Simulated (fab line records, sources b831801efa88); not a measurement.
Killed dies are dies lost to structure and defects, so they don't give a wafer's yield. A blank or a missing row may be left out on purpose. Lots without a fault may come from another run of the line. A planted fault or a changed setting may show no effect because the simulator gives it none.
Which tool did it? | flow gf180mcu | 11 lots, 33 wafers sampled, at 6 steps of a route of 602

WHAT THE GAUGES READ, wafer by wafer
GF_LVPWELL_OVL_MEAS_07.
lot  | measured    | on         | LVPWELL_OVL (nm)
L101 | day 4 00:59 | overlay-01 | 1.9 0.6 1.1
L102 | day 4 07:31 | overlay-02 | -1.8 -1.1 -1.5
L104 | day 4 18:41 | overlay-02 | 1.2 2.2 2.1
L105 | day 5 00:59 | overlay-01 | 2.8 2.5 0.3
L106 | day 5 07:36 | overlay-01 | -1.0 -0.3 -2.2
L109 | day 5 23:50 | overlay-02 | -0.9 -0.1 0.6
L113 | day 6 23:43 | overlay-01 | -1.8 -0.6 -1.1
L114 | day 7 04:41 | overlay-01 | 0.4 -0.2 -0.2
L116 | day 7 15:03 | overlay-02 | 0.6 0.5 -0.6
L117 | day 7 20:15 | overlay-02 | 2.1 2.1 1.5
L118 | day 8 00:47 | overlay-01 | 2.5 1.1 1.6

GF_VT_IMPLANT_RS_MEAS_48: measures by four-point-probe.
lot  | measured     | on            | LVPWELL_RS (ohm/sq)
L101 | day 7 18:30  | film_metro-03 | 1196 1192 1197
L102 | day 8 00:19  | film_metro-04 | 1198 1199 1198
L104 | day 8 15:42  | film_metro-03 | 1193 1198 1196
L105 | day 9 04:13  | film_metro-04 | 1198 1198 1198
L106 | day 9 08:27  | film_metro-02 | 1193 1197 1197
L109 | day 10 02:36 | film_metro-02 | 1200 1201 1199
L113 | day 11 07:12 | film_metro-03 | 1179 1182 1179 1179 1180 1177
L114 | day 11 12:55 | film_metro-03 | 1169 1169 1171 1167 1171 1169
L116 | day 12 01:08 | film_metro-04 | 1191 1195 1195
L117 | day 12 08:26 | film_metro-04 | 1195 1195 1196
L118 | day 12 13:46 | film_metro-02 | 1199 1196 1198

GF_VT_IMPLANT_RS_MEAS_49: measures by four-point-probe.
lot  | measured     | on            | MVPSD_RS (ohm/sq)
L101 | day 7 18:37  | film_metro-03 | 1169.5 1170.7 1170.0
L102 | day 8 00:26  | film_metro-04 | 1164.5 1167.9 1163.4
L104 | day 8 15:49  | film_metro-03 | 1176.1 1171.1 1172.8
L105 | day 9 04:20  | film_metro-04 | 1169.4 1169.4 1171.2
L106 | day 9 08:34  | film_metro-02 | 1170.3 1170.3 1170.9
L109 | day 10 02:43 | film_metro-02 | 1165.0 1162.5 1166.1
L113 | day 11 09:41 | film_metro-03 | 1165.3 1164.6 1164.9
L114 | day 11 15:37 | film_metro-03 | 1173.3 1170.1 1173.3
L116 | day 12 01:16 | film_metro-04 | 1173.6 1174.7 1172.8
L117 | day 12 08:34 | film_metro-04 | 1174.8 1169.5 1169.6
L118 | day 12 13:53 | film_metro-02 | 1171.0 1169.2 1165.5

WHICH TOOL RAN EACH LOT (tool, then ch and the chambers of the sampled wafers, then the start)
lot  | GF_DNWELL_STRIP_08                  | GF_LVPWELL_IMPLANT_08          | GF_LVPWELL_STRIP_10
L101 | plasma_asher-03 ch 0,1, day 2 23:44 | implanter-01 ch 0, day 4 01:02 | plasma_asher-03 ch 0,1, day 4 01:19
L102 | plasma_asher-04 ch 0,1, day 3 05:02 | implanter-01 ch 0, day 4 07:34 | plasma_asher-04 ch 0,1, day 4 07:52
L104 | plasma_asher-01 ch 0,1, day 3 15:29 | implanter-03 ch 0, day 4 18:44 | plasma_asher-04 ch 0,1, day 4 19:01
L105 | plasma_asher-04 ch 0,1, day 3 21:52 | implanter-01 ch 0, day 5 01:05 | plasma_asher-02 ch 0,1, day 5 01:20
L106 | plasma_asher-04 ch 0,1, day 4 03:59 | implanter-01 ch 0, day 5 07:39 | plasma_asher-03 ch 0,1, day 5 07:56
L109 | plasma_asher-03 ch 0,1, day 4 19:16 | implanter-03 ch 0, day 5 23:54 | plasma_asher-02 ch 0,1, day 6 00:11
L113 | plasma_asher-03 ch 0,1, day 5 18:08 | implanter-01 ch 0, day 6 23:45 | plasma_asher-04 ch 0,1, day 7 00:03
L114 | plasma_asher-03 ch 0,1, day 5 22:22 | implanter-01 ch 0, day 7 04:45 | plasma_asher-02 ch 0,1, day 7 05:02
L116 | plasma_asher-04 ch 0,1, day 6 07:38 | implanter-02 ch 0, day 7 15:06 | plasma_asher-02 ch 0,1, day 7 15:23
L117 | plasma_asher-04 ch 0,1, day 6 12:56 | implanter-02 ch 0, day 7 20:18 | plasma_asher-04 ch 0,1, day 7 20:35
L118 | plasma_asher-01 ch 0,1, day 6 17:38 | implanter-03 ch 0, day 8 00:50 | plasma_asher-03 ch 0,1, day 8 01:08
- GF_DNWELL_STRIP_08: strips in O2/N2.
- GF_LVPWELL_IMPLANT_08
- GF_LVPWELL_STRIP_10: strips in O2/N2.

WHAT THE TOOLS THEMSELVES READ (means of the sampled wafers that have a number; where no wafer has one, the mark that the record gives instead)
GF_DNWELL_STRIP_08.
lot  | tool            | drypump_motor_current_A (A) | heater_power_w (W) | oes_product_au (a.u.) | strip_time_to_endpoint_s (s)
L101 | plasma_asher-03 | 5.6                         | 328                | 0.722                 | 37.05
L102 | plasma_asher-04 | 5.7                         | 336                | 0.722                 | 36.97
L104 | plasma_asher-01 | 5.9                         | 343                | 0.719                 | 37.04
L105 | plasma_asher-04 | 5.7                         | 332                | 0.723                 | 36.75
L106 | plasma_asher-04 | 5.7                         | 331                | 0.719                 | 36.92
L109 | plasma_asher-03 | 5.7                         | 319                | 0.724                 | 36.92
L113 | plasma_asher-03 | 5.3                         | 320                | 0.722                 | 36.79
L114 | plasma_asher-03 | 5.3                         | 326                | 0.725                 | 37.14
L116 | plasma_asher-04 | 5.7                         | 336                | 0.724                 | 37.31
L117 | plasma_asher-04 | 5.4                         | 330                | 0.719                 | 36.90
L118 | plasma_asher-01 | 5.8                         | 324                | 0.721                 | 37.15

GF_LVPWELL_IMPLANT_08.
lot  | tool         | dose_ions_cm2 | tilt_deg (degrees)
L101 | implanter-01 | 1.5003e+13    | 0.008
L102 | implanter-01 | 1.4989e+13    | -0.007
L104 | implanter-03 | 1.5001e+13    | -0.010
L105 | implanter-01 | 1.4984e+13    | -0.017
L106 | implanter-01 | 1.5014e+13    | -0.020
L109 | implanter-03 | 1.4987e+13    | -0.001
L113 | implanter-01 | 1.5604e+13    | 0.000
L114 | implanter-01 | 1.5598e+13    | 0.002
L116 | implanter-02 | 1.5002e+13    | 0.017
L117 | implanter-02 | 1.4993e+13    | -0.011
L118 | implanter-03 | 1.4994e+13    | -0.002

GF_LVPWELL_STRIP_10.
lot  | tool            | drypump_motor_current_A (A) | heater_power_w (W) | oes_product_au (a.u.) | strip_time_to_endpoint_s (s)
L101 | plasma_asher-03 | 5.6                         | 319                | 0.724                 | 36.93
L102 | plasma_asher-04 | 5.7                         | 332                | 0.720                 | 36.92
L104 | plasma_asher-04 | 5.5                         | 336                | 0.723                 | 36.92
L105 | plasma_asher-02 | 5.9                         | 314                | 0.716                 | 36.98
L106 | plasma_asher-03 | 5.3                         | 321                | 0.720                 | 36.89
L109 | plasma_asher-02 | 5.9                         | 320                | 0.723                 | 37.09
L113 | plasma_asher-04 | 5.5                         | 333                | 0.720                 | 36.90
L114 | plasma_asher-02 | 5.9                         | 317                | 0.723                 | 36.93
L116 | plasma_asher-02 | 5.9                         | 315                | 0.716                 | 36.97
L117 | plasma_asher-04 | 5.7                         | 327                | 0.728                 | 37.03
L118 | plasma_asher-03 | 5.3                         | 324                | 0.721                 | 36.99

THE ANSWER, worked out from the rows above alone
Rule: what is usual is taken from the lots themselves. Put in order of their means at a reading, lots are off if they are a third of the lots or fewer, leave a main group of 4 or more, and stand apart from it by a gap of 3 or more times the standard deviation of the main group's means; of several such gaps the widest counts. A main group whose means are all the same, to the digits that the tables above print for the reading, isn't used. A lot without any number at a reading at which 4 lots or more have one is off too. The other lots that the step has rows for count as sound. The gauges are gone through in route order, then the tools' own readings, and for those a lot's mean is taken as printed above. The first step at which some lot is off is used, and at that step the reading that is off furthest; a lot without a number counts as furthest.
Off: L113, L114, at GF_VT_IMPLANT_RS_MEAS_48 (LVPWELL_RS). The main group: mean 1197 ohm/sq, standard deviation 1.9.
A tool fits if, at a process step before that reading, it ran every lot that is off, and no sound lot after the first of them. The gauges at GF_VT_IMPLANT_RS_MEAS_48 aren't tried: what is off there is off at GF_LVPWELL_IMPLANT_08 too, on other tools, and a gauge's error can't cause that. Can't be told from this: 2 tools fit, plasma_asher-03 at GF_DNWELL_STRIP_08, implanter-01 at GF_LVPWELL_IMPLANT_08.

WHAT THE SIMULATOR HAD PUT IN
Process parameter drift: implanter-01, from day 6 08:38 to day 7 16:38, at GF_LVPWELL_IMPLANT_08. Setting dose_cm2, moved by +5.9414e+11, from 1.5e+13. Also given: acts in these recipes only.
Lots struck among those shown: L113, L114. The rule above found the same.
